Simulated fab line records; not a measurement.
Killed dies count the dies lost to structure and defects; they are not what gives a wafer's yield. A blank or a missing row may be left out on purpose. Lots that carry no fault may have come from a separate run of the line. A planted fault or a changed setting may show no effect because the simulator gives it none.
Which tool did it? || flow gf180mcu || 11 lots with 33 wafers sampled at 5 steps, on a route of 602 steps

== WHAT THE GAUGES READ, wafer by wafer ==
GF_HV_LDD_TW_MEAS_50. Usual: HV_LDD_4_TW typically reads 565, with standard deviation 4.7.
{"lot": "L152", "measured": "day 12 13:04", "on": "film_metro-03", "HV_LDD_4_TW": "569 568 568", "flag": ""}
{"lot": "L153", "measured": "day 12 20:19", "on": "film_metro-03", "HV_LDD_4_TW": "566 564 571", "flag": ""}
{"lot": "L157", "measured": "day 14 09:02", "on": "film_metro-01", "HV_LDD_4_TW": "565 562 563", "flag": ""}
{"lot": "L158", "measured": "day 14 20:55", "on": "film_metro-03", "HV_LDD_4_TW": "570 570 572", "flag": ""}
{"lot": "L160", "measured": "day 15 07:34", "on": "film_metro-03", "HV_LDD_4_TW": "571 571 573", "flag": ""}
{"lot": "L161", "measured": "day 15 22:20", "on": "film_metro-01", "HV_LDD_4_TW": "563 561 567", "flag": ""}
{"lot": "L162", "measured": "day 16 13:03", "on": "film_metro-04", "HV_LDD_4_TW": "563 564 562", "flag": ""}
{"lot": "L163", "measured": "day 17 01:38", "on": "film_metro-04", "HV_LDD_4_TW": "557 560 559", "flag": ""}
{"lot": "L172", "measured": "day 19 07:28", "on": "film_metro-03", "HV_LDD_4_TW": "569 568 571", "flag": ""}
{"lot": "L173", "measured": "day 19 17:40", "on": "film_metro-04", "HV_LDD_4_TW": "555 560 555", "flag": ""}
{"lot": "L174", "measured": "day 20 00:17", "on": "film_metro-04", "HV_LDD_4_TW": "555 557 558", "flag": ""}

GF_HV_LDD_THK_MEAS_57. Usual: HV_LDD_CVD_56_THK typically reads 90.1 nm, with standard deviation 0.95.
{"lot": "L152", "measured": "day 12 15:53", "on": "film_metro-03", "HV_LDD_CVD_56_THK (nm)": "90.4 91.2 91.1", "flag": ""}
{"lot": "L153", "measured": "day 12 23:50", "on": "film_metro-03", "HV_LDD_CVD_56_THK (nm)": "91.0 91.4 91.0", "flag": ""}
{"lot": "L157", "measured": "day 14 13:08", "on": "film_metro-01", "HV_LDD_CVD_56_THK (nm)": "90.8 90.9 90.9", "flag": ""}
{"lot": "L158", "measured": "day 14 23:44", "on": "film_metro-03", "HV_LDD_CVD_56_THK (nm)": "92.0 92.1 92.4", "flag": ""}
{"lot": "L160", "measured": "day 15 10:23", "on": "film_metro-03", "HV_LDD_CVD_56_THK (nm)": "90.4 89.7 89.6", "flag": ""}
{"lot": "L161", "measured": "day 16 01:09", "on": "film_metro-03", "HV_LDD_CVD_56_THK (nm)": "72.9 70.2 70.0 72.8 70.2 69.9", "flag": "OFF"}
{"lot": "L162", "measured": "day 16 17:08", "on": "film_metro-03", "HV_LDD_CVD_56_THK (nm)": "87.5 83.2 78.2 87.5 83.3 78.2", "flag": "OFF"}
{"lot": "L163", "measured": "day 17 05:40", "on": "film_metro-04", "HV_LDD_CVD_56_THK (nm)": "88.7 89.4 89.7", "flag": ""}
{"lot": "L172", "measured": "day 19 10:17", "on": "film_metro-03", "HV_LDD_CVD_56_THK (nm)": "90.2 90.3 90.6", "flag": ""}
{"lot": "L173", "measured": "day 19 20:28", "on": "film_metro-03", "HV_LDD_CVD_56_THK (nm)": "90.6 91.0 90.4", "flag": ""}
{"lot": "L174", "measured": "day 20 03:05", "on": "film_metro-04", "HV_LDD_CVD_56_THK (nm)": "89.4 89.6 89.2", "flag": ""}

== EACH LOT AND THE TOOL THAT RAN IT (in order: tool; ch and the chambers of the sampled wafers; start) ==
{"lot": "L152", "GF_HV_LDD_STRIP_37": "plasma_asher-01 ch 0,1, day 11 16:43", "GF_HV_LDD_RTA_52": "rtp_anneal-02 ch 0, day 12 13:11", "GF_HV_LDD_CVD_56": "lpcvd-02 ch 0, day 12 14:26"}
{"lot": "L153", "GF_HV_LDD_STRIP_37": "plasma_asher-01 ch 0,1, day 12 00:30", "GF_HV_LDD_RTA_52": "rtp_anneal-01 ch 0, day 12 20:25", "GF_HV_LDD_CVD_56": "lpcvd-02 ch 0, day 12 21:41"}
{"lot": "L157", "GF_HV_LDD_STRIP_37": "plasma_asher-01 ch 0,1, day 13 11:23", "GF_HV_LDD_RTA_52": "rtp_anneal-02 ch 0, day 14 09:10", "GF_HV_LDD_CVD_56": "lpcvd-01 ch 0, day 14 11:41"}
{"lot": "L158", "GF_HV_LDD_STRIP_37": "plasma_asher-04 ch 0,1, day 13 23:46", "GF_HV_LDD_RTA_52": "rtp_anneal-02 ch 0, day 14 21:02", "GF_HV_LDD_CVD_56": "lpcvd-02 ch 1, day 14 22:17"}
{"lot": "L160", "GF_HV_LDD_STRIP_37": "plasma_asher-02 ch 0,1, day 14 09:50", "GF_HV_LDD_RTA_52": "rtp_anneal-01 ch 0, day 15 07:41", "GF_HV_LDD_CVD_56": "lpcvd-02 ch 1, day 15 08:55"}
{"lot": "L161", "GF_HV_LDD_STRIP_37": "plasma_asher-04 ch 0,1, day 15 00:44", "GF_HV_LDD_RTA_52": "rtp_anneal-01 ch 0, day 15 22:27", "GF_HV_LDD_CVD_56": "lpcvd-02 ch 0, day 15 23:43"}
{"lot": "L162", "GF_HV_LDD_STRIP_37": "plasma_asher-01 ch 0,1, day 15 14:11", "GF_HV_LDD_RTA_52": "rtp_anneal-02 ch 0, day 16 13:10", "GF_HV_LDD_CVD_56": "lpcvd-02 ch 0, day 16 15:42"}
{"lot": "L163", "GF_HV_LDD_STRIP_37": "plasma_asher-04 ch 0,1, day 16 03:25", "GF_HV_LDD_RTA_52": "rtp_anneal-01 ch 0, day 17 01:44", "GF_HV_LDD_CVD_56": "lpcvd-01 ch 1, day 17 03:29"}
{"lot": "L172", "GF_HV_LDD_STRIP_37": "plasma_asher-04 ch 0,1, day 18 07:46", "GF_HV_LDD_RTA_52": "rtp_anneal-01 ch 0, day 19 07:35", "GF_HV_LDD_CVD_56": "lpcvd-01 ch 0, day 19 08:50"}
{"lot": "L173", "GF_HV_LDD_STRIP_37": "plasma_asher-04 ch 0,1, day 18 17:14", "GF_HV_LDD_RTA_52": "rtp_anneal-01 ch 0, day 19 17:47", "GF_HV_LDD_CVD_56": "lpcvd-02 ch 1, day 19 19:01"}
{"lot": "L174", "GF_HV_LDD_STRIP_37": "plasma_asher-04 ch 0,1, day 18 23:50", "GF_HV_LDD_RTA_52": "rtp_anneal-02 ch 0, day 20 00:23", "GF_HV_LDD_CVD_56": "lpcvd-01 ch 0, day 20 01:38"}
- GF_HV_LDD_STRIP_37: strips in O2/N2.
- GF_HV_LDD_RTA_52: time 10 s.
- GF_HV_LDD_CVD_56: deposits Si3N4 from DCS/NH3, target thk 90 nm, time 1543 s.

== WHAT THE TOOLS THEMSELVES READ (means of the sampled wafers that have a number; where no wafer has one, the mark that the record gives instead) ==
GF_HV_LDD_STRIP_37. Usual: drypump_motor_current_A 6.0 A, standard deviation 0.67; heater_power_w 340 W, standard deviation 35; oes_product_au 0.716 a.u., standard deviation 0.004; strip_time_to_endpoint_s 12.63 s, standard deviation 0.037.
{"lot": "L152", "tool": "plasma_asher-01", "drypump_motor_current_A (A)": 6.1, "heater_power_w (W)": 345, "oes_product_au (a.u.)": 0.715, "strip_time_to_endpoint_s (s)": 12.60, "flag": ""}
{"lot": "L153", "tool": "plasma_asher-01", "drypump_motor_current_A (A)": 6.0, "heater_power_w (W)": 342, "oes_product_au (a.u.)": 0.713, "strip_time_to_endpoint_s (s)": 12.63, "flag": ""}
{"lot": "L157", "tool": "plasma_asher-01", "drypump_motor_current_A (A)": 6.1, "heater_power_w (W)": 345, "oes_product_au (a.u.)": 0.718, "strip_time_to_endpoint_s (s)": 12.64, "flag": ""}
{"lot": "L158", "tool": "plasma_asher-04", "drypump_motor_current_A (A)": 6.1, "heater_power_w (W)": 318, "oes_product_au (a.u.)": 0.716, "strip_time_to_endpoint_s (s)": 12.66, "flag": ""}
{"lot": "L160", "tool": "plasma_asher-02", "drypump_motor_current_A (A)": 6.4, "heater_power_w (W)": 405, "oes_product_au (a.u.)": 0.719, "strip_time_to_endpoint_s (s)": 12.67, "flag": ""}
{"lot": "L161", "tool": "plasma_asher-04", "drypump_motor_current_A (A)": 6.2, "heater_power_w (W)": 326, "oes_product_au (a.u.)": 0.716, "strip_time_to_endpoint_s (s)": 12.61, "flag": ""}
{"lot": "L162", "tool": "plasma_asher-01", "drypump_motor_current_A (A)": 6.1, "heater_power_w (W)": 345, "oes_product_au (a.u.)": 0.717, "strip_time_to_endpoint_s (s)": 12.57, "flag": ""}
{"lot": "L163", "tool": "plasma_asher-04", "drypump_motor_current_A (A)": 6.1, "heater_power_w (W)": 318, "oes_product_au (a.u.)": 0.721, "strip_time_to_endpoint_s (s)": 12.69, "flag": ""}
{"lot": "L172", "tool": "plasma_asher-04", "drypump_motor_current_A (A)": 6.1, "heater_power_w (W)": 319, "oes_product_au (a.u.)": 0.717, "strip_time_to_endpoint_s (s)": 12.59, "flag": ""}
{"lot": "L173", "tool": "plasma_asher-04", "drypump_motor_current_A (A)": 6.2, "heater_power_w (W)": 321, "oes_product_au (a.u.)": 0.716, "strip_time_to_endpoint_s (s)": 12.58, "flag": ""}
{"lot": "L174", "tool": "plasma_asher-04", "drypump_motor_current_A (A)": 6.2, "heater_power_w (W)": 321, "oes_product_au (a.u.)": 0.718, "strip_time_to_endpoint_s (s)": 12.61, "flag": ""}

GF_HV_LDD_RTA_52. Usual: lamp_power_pct 31.6 %, standard deviation 1.4; wafer_temp_C_max 1005.0, standard deviation 1.6.
{"lot": "L152", "tool": "rtp_anneal-02", "lamp_power_pct (%)": 29.7, "wafer_temp_C_max": 1003.0, "flag": ""}
{"lot": "L153", "tool": "rtp_anneal-01", "lamp_power_pct (%)": 32.7, "wafer_temp_C_max": 1007.4, "flag": ""}
{"lot": "L157", "tool": "rtp_anneal-02", "lamp_power_pct (%)": 29.7, "wafer_temp_C_max": 1003.1, "flag": ""}
{"lot": "L158", "tool": "rtp_anneal-02", "lamp_power_pct (%)": 29.7, "wafer_temp_C_max": 1003.6, "flag": ""}
{"lot": "L160", "tool": "rtp_anneal-01", "lamp_power_pct (%)": 32.7, "wafer_temp_C_max": 1004.8, "flag": ""}
{"lot": "L161", "tool": "rtp_anneal-01", "lamp_power_pct (%)": 32.7, "wafer_temp_C_max": 1005.1, "flag": ""}
{"lot": "L162", "tool": "rtp_anneal-02", "lamp_power_pct (%)": 29.7, "wafer_temp_C_max": 1003.7, "flag": ""}
{"lot": "L163", "tool": "rtp_anneal-01", "lamp_power_pct (%)": 32.7, "wafer_temp_C_max": 1006.2, "flag": ""}
{"lot": "L172", "tool": "rtp_anneal-01", "lamp_power_pct (%)": 32.7, "wafer_temp_C_max": 1006.5, "flag": ""}
{"lot": "L173", "tool": "rtp_anneal-01", "lamp_power_pct (%)": 32.7, "wafer_temp_C_max": 1005.5, "flag": ""}
{"lot": "L174", "tool": "rtp_anneal-02", "lamp_power_pct (%)": 29.7, "wafer_temp_C_max": 1003.3, "flag": ""}

GF_HV_LDD_CVD_56. Usual: spike_tc_centre_C 770.0 C, standard deviation 0.92; spike_tc_lower_C 770.0 C, standard deviation 1.4; spike_tc_upper_C 769.3 C, standard deviation 1.2; zone_power_bottom_pct 19.8 %, standard deviation 0.47; zone_power_centre_pct 12.3 %, standard deviation 1.1; zone_power_lower_pct 12.8 %, standard deviation 1.7.
{"lot": "L152", "tool": "lpcvd-02", "spike_tc_centre_C (C)": 769.7, "spike_tc_lower_C (C)": 770.4, "spike_tc_upper_C (C)": 769.1, "zone_power_bottom_pct (%)": 20.1, "zone_power_centre_pct (%)": 11.0, "zone_power_lower_pct (%)": 13.8, "flag": ""}
{"lot": "L153", "tool": "lpcvd-02", "spike_tc_centre_C (C)": 769.4, "spike_tc_lower_C (C)": 770.1, "spike_tc_upper_C (C)": 769.8, "zone_power_bottom_pct (%)": 20.2, "zone_power_centre_pct (%)": 11.0, "zone_power_lower_pct (%)": 13.9, "flag": ""}
{"lot": "L157", "tool": "lpcvd-01", "spike_tc_centre_C (C)": 770.0, "spike_tc_lower_C (C)": 767.9, "spike_tc_upper_C (C)": 770.0, "zone_power_bottom_pct (%)": 20.2, "zone_power_centre_pct (%)": 11.8, "zone_power_lower_pct (%)": 12.7, "flag": ""}
{"lot": "L158", "tool": "lpcvd-02", "spike_tc_centre_C (C)": 770.3, "spike_tc_lower_C (C)": 770.7, "spike_tc_upper_C (C)": 767.8, "zone_power_bottom_pct (%)": 19.1, "zone_power_centre_pct (%)": 13.1, "zone_power_lower_pct (%)": 14.3, "flag": ""}
{"lot": "L160", "tool": "lpcvd-02", "spike_tc_centre_C (C)": 769.1, "spike_tc_lower_C (C)": 771.0, "spike_tc_upper_C (C)": 768.1, "zone_power_bottom_pct (%)": 19.1, "zone_power_centre_pct (%)": 13.3, "zone_power_lower_pct (%)": 14.1, "flag": ""}
{"lot": "L161", "tool": "lpcvd-02", "spike_tc_centre_C (C)": 741.8, "spike_tc_lower_C (C)": 773.2, "spike_tc_upper_C (C)": 773.4, "zone_power_bottom_pct (%)": 20.0, "zone_power_centre_pct (%)": 4.9, "zone_power_lower_pct (%)": 18.1, "flag": "OFF"}
{"lot": "L162", "tool": "lpcvd-02", "spike_tc_centre_C (C)": 742.0, "spike_tc_lower_C (C)": 774.1, "spike_tc_upper_C (C)": 773.3, "zone_power_bottom_pct (%)": 19.9, "zone_power_centre_pct (%)": 4.9, "zone_power_lower_pct (%)": 17.9, "flag": "OFF"}
{"lot": "L163", "tool": "lpcvd-01", "spike_tc_centre_C (C)": 770.2, "spike_tc_lower_C (C)": 770.5, "spike_tc_upper_C (C)": 769.2, "zone_power_bottom_pct (%)": 19.7, "zone_power_centre_pct (%)": 13.6, "zone_power_lower_pct (%)": 10.1, "flag": ""}
{"lot": "L172", "tool": "lpcvd-01", "spike_tc_centre_C (C)": 770.0, "spike_tc_lower_C (C)": 767.8, "spike_tc_upper_C (C)": 769.3, "zone_power_bottom_pct (%)": 20.1, "zone_power_centre_pct (%)": 11.7, "zone_power_lower_pct (%)": 12.8, "flag": ""}
{"lot": "L173", "tool": "lpcvd-02", "spike_tc_centre_C (C)": 769.5, "spike_tc_lower_C (C)": 771.2, "spike_tc_upper_C (C)": 768.3, "zone_power_bottom_pct (%)": 19.1, "zone_power_centre_pct (%)": 13.1, "zone_power_lower_pct (%)": 14.3, "flag": ""}
{"lot": "L174", "tool": "lpcvd-01", "spike_tc_centre_C (C)": 770.1, "spike_tc_lower_C (C)": 768.5, "spike_tc_upper_C (C)": 770.1, "zone_power_bottom_pct (%)": 20.1, "zone_power_centre_pct (%)": 11.8, "zone_power_lower_pct (%)": 12.7, "flag": ""}

== THE ANSWER, worked out from the rows above alone ==
Rule: lot off if the mean of its wafers having a number is beyond 3 standard deviations from the usual mean. A lot without any number at a reading at which 4 lots or more have one is off too. Any other lot the step has rows for is counted as sound. First the gauges in route order, then the tools' own readings, where a lot's mean is used as printed above. At the first step where some lot is off, the reading lying furthest off is the one used; lots without a number count as furthest.
Off: L161, L162, seen at GF_HV_LDD_THK_MEAS_57 (HV_LDD_CVD_56_THK).
A tool fits if, at a process step before that reading, it ran every lot that is off, and no sound lot after the first of them. The gauges at GF_HV_LDD_THK_MEAS_57 aren't tried: what is off there is off at GF_HV_LDD_CVD_56 too, on other tools, and a gauge's error can't cause that. None of those tried fits.

== WHAT THE SIMULATOR HAD PUT IN ==
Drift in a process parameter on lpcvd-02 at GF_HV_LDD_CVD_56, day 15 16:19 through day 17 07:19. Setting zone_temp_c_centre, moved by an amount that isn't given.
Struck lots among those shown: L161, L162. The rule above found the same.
